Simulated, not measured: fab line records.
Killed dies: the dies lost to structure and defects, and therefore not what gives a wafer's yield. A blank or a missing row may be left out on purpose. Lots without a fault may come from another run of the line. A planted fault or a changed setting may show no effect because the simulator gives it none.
Which tool was responsible? -- flow gf180mcu -- 12 lots, 36 wafers sampled, at 5 steps of a route of 602

WHAT THE GAUGES READ, wafer by wafer
GF_V4_RS_MEAS_24: uses a four-point probe to measure. Usual: for V4_W_RS the level is 0.328 ohm/sq and the standard deviation is 0.0044.
lot,measured,on,V4_W_RS (ohm/sq),flag
L346,day 24 16:29,film_metro-02,0.331 0.331 0.331,
L348,day 25 14:35,film_metro-03,0.327 0.327 0.329,
L349,day 25 20:17,film_metro-02,0.334 0.337 0.336,
L351,day 26 13:53,film_metro-03,0.321 0.323 0.327,
L352,day 26 22:49,film_metro-04,0.324 0.321 0.322,
L353,day 27 01:32,film_metro-04,0.320 0.327 0.323,
L355,day 27 19:59,film_metro-03,0.333 0.330 0.333,
L362,day 29 15:17,film_metro-03,0.335 0.329 0.335,
L363,day 29 22:48,film_metro-04,0.332 0.334 0.328,
L365,day 30 15:22,film_metro-02,0.332 0.325 0.328,
L366,day 30 22:06,film_metro-03,0.325 0.329 0.324,
L367,day 31 05:39,film_metro-04,0.320 0.318 0.326,

GF_M5_CD_MEAS_07: target cd 280 nm. Usual: 280.0 nm for cd_nm, sd 1.2.
lot,measured,on,cd_nm (nm),flag
L346,day 26 12:29,cd_sem-01,281.7 280.7 280.5,
L348,day 27 08:46,cd_sem-02,282.9 281.3 282.2,
L349,day 27 13:55,cd_sem-02,278.5 279.3 279.0,
L351,day 28 07:22,cd_sem-01,277.1 277.7 277.7,
L352,day 28 15:53,cd_sem-02,278.3 278.9 278.9,
L353,day 28 18:49,cd_sem-01,279.0 279.5 279.1,
L355,day 29 12:01,cd_sem-02,279.6 280.3 279.9,
L362,day 31 05:14,cd_sem-02,262.1 262.4 261.7,OFF
L363,day 31 11:44,cd_sem-02,261.2 261.9 261.9,OFF
L365,day 32 03:14,cd_sem-01,281.5 281.2 281.0,
L366,day 32 09:17,cd_sem-02,280.3 279.5 280.1,
L367,day 32 16:36,cd_sem-01,281.1 280.5 280.1,

WHAT TOOL EACH LOT RAN ON (gives the tool, then ch and the chambers of the sampled wafers, and finally the start)
lot,GF_V4_CVD_02,GF_MIM_METAL_ETCH_19,GF_M5_PEB_05
L346,"pecvd-04 ch 0,1, day 23 16:37","rie_metal-01 ch 0, day 25 14:34","litho_track-04 ch 0, day 26 12:08"
L348,"pecvd-04 ch 0,1,2, day 24 15:31","rie_metal-01 ch 0,1, day 26 12:31","litho_track-03 ch 0, day 27 08:25"
L349,"pecvd-02 ch 1,2, day 24 21:55","rie_metal-02 ch 0,1, day 26 17:13","litho_track-04 ch 0, day 27 13:34"
L351,"pecvd-04 ch 0,1,2, day 25 14:58","rie_metal-01 ch 0,1, day 27 11:23","litho_track-03 ch 0, day 28 07:01"
L352,"pecvd-01 ch 1,2, day 26 00:15","rie_metal-01 ch 1, day 27 20:00","litho_track-03 ch 0, day 28 15:34"
L353,"pecvd-01 ch 1,2, day 26 03:37","rie_metal-02 ch 0, day 27 22:58","litho_track-04 ch 0, day 28 18:28"
L355,"pecvd-02 ch 0,1,2, day 26 21:50","rie_metal-03 ch 0,1, day 28 16:12","litho_track-03 ch 0, day 29 11:38"
L362,"pecvd-04 ch 0,2, day 28 19:19","rie_metal-03 ch 0,1, day 30 10:53","litho_track-04 ch 0, day 31 04:53"
L363,"pecvd-04 ch 0,1,2, day 29 02:46","rie_metal-03 ch 0,1, day 30 17:31","litho_track-04 ch 0, day 31 11:23"
L365,"pecvd-02 ch 0,1,2, day 29 19:22","rie_metal-02 ch 0,1, day 31 09:53","litho_track-01 ch 0, day 32 02:55"
L366,"pecvd-04 ch 0,1,2, day 30 01:07","rie_metal-02 ch 0,1, day 31 16:10","litho_track-03 ch 0, day 32 08:57"
L367,"pecvd-01 ch 0,1, day 30 09:37","rie_metal-03 ch 0,1, day 31 23:58","litho_track-01 ch 0, day 32 16:15"
- GF_V4_CVD_02: deposits SiO2 from TEOS, target thk 850 nm, time 94.851 s.
- GF_MIM_METAL_ETCH_19: etches the open film in Cl2/BCl3, stops on Si3N4, target depth 324.5 nm, time 54.1 s.
- GF_M5_PEB_05: peb time 90 s.

AS READ BY THE TOOLS THEMSELVES (means over the sampled wafers that have a number; for cases with no such wafer, the mark the record gives instead)
GF_V4_CVD_02. Usual: heater_power_w 679 W, standard deviation 91; susceptor_temp_C 400.05 C, standard deviation 0.24.
lot,tool,heater_power_w (W),susceptor_temp_C (C),flag
L346,pecvd-04,716,400.27,
L348,pecvd-04,701,399.88,
L349,pecvd-02,682,400.19,
L351,pecvd-04,751,399.95,
L352,pecvd-01,703,399.87,
L353,pecvd-01,660,400.15,
L355,pecvd-02,659,399.94,
L362,pecvd-04,677,400.05,
L363,pecvd-04,698,399.92,
L365,pecvd-02,603,399.84,
L366,pecvd-04,698,400.19,
L367,pecvd-01,676,400.06,

GF_MIM_METAL_ETCH_19. Usual: drypump_motor_current_A 5.60 A, standard deviation 0.27; oes_product_au 0.943 a.u., standard deviation 0.0066; throttle_valve_pct 28.283 %, standard deviation 0.011.
lot,tool,drypump_motor_current_A (A),oes_product_au (a.u.),throttle_valve_pct (%),flag
L346,rie_metal-01,5.51,0.953,28.271,
L348,rie_metal-01,5.50,0.935,28.286,
L349,rie_metal-02,5.87,0.942,28.283,
L351,rie_metal-01,5.52,0.947,28.278,
L352,rie_metal-01,5.48,0.943,28.290,
L353,rie_metal-02,6.05,0.950,28.284,
L355,rie_metal-03,5.61,0.940,28.286,
L362,rie_metal-03,5.39,0.945,28.271,
L363,rie_metal-03,5.63,0.947,28.280,
L365,rie_metal-02,5.65,0.945,28.279,
L366,rie_metal-02,5.66,0.931,28.299,
L367,rie_metal-03,5.62,0.950,28.287,

GF_M5_PEB_05. Usual: heater_power_total_W 85.70 W, standard deviation 0.085; plate_temp_C 134.97 C, standard deviation 0.13.
lot,tool,heater_power_total_W (W),plate_temp_C (C),flag
L346,litho_track-04,85.77,135.10,
L348,litho_track-03,85.65,134.84,
L349,litho_track-04,85.71,135.01,
L351,litho_track-03,85.79,134.91,
L352,litho_track-03,85.73,134.93,
L353,litho_track-04,85.61,134.77,
L355,litho_track-03,85.70,134.99,
L362,litho_track-04,94.34,145.34,OFF
L363,litho_track-04,94.33,145.18,OFF
L365,litho_track-01,85.70,134.92,
L366,litho_track-03,85.78,134.94,
L367,litho_track-01,85.66,135.07,

THE ANSWER, worked out from the rows above alone
Rule: lot off if the mean of its wafers having a number is beyond 3 standard deviations from the usual mean. Also off: a lot with no number at a reading for which 4 or more lots have one. Any other lot the step has rows for is counted as sound. The gauges are gone through in route order, then the tools' own readings, and for those a lot's mean is taken as printed above. The first step at which some lot is off is used, and at that step the reading that is off furthest; a lot without a number counts as furthest.
Off: L362, L363, at GF_M5_CD_MEAS_07 (cd_nm).
A tool fits if, at a process step before that reading, it ran every lot that is off, and no sound lot after the first of them. The gauges at GF_M5_CD_MEAS_07 aren't tried: what is off there is off at GF_M5_PEB_05 too, on other tools, and a gauge's error can't cause that. One candidate fits, namely litho_track-04 at GF_M5_PEB_05. Its last sound lot is L353 (day 28 18:28), its first lot that is off L362 (day 31 04:53): a fault that began between those two fits.
The tool's own readings at GF_M5_PEB_05 bear it out: on the lots that are off they differ by more than 5 times the standard deviation of the sound lots' means. heater_power_total_W reads 94.34 W there against 85.71 W on the sound lots; plate_temp_C reads 145.26 C there against 134.95 C on the sound lots.

WHAT WAS PUT IN BY THE SIMULATOR
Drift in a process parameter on litho_track-04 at GF_M5_PEB_05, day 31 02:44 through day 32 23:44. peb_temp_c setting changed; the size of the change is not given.
Shown lots that were struck: L362, L363. The rule given above showed the same thing.
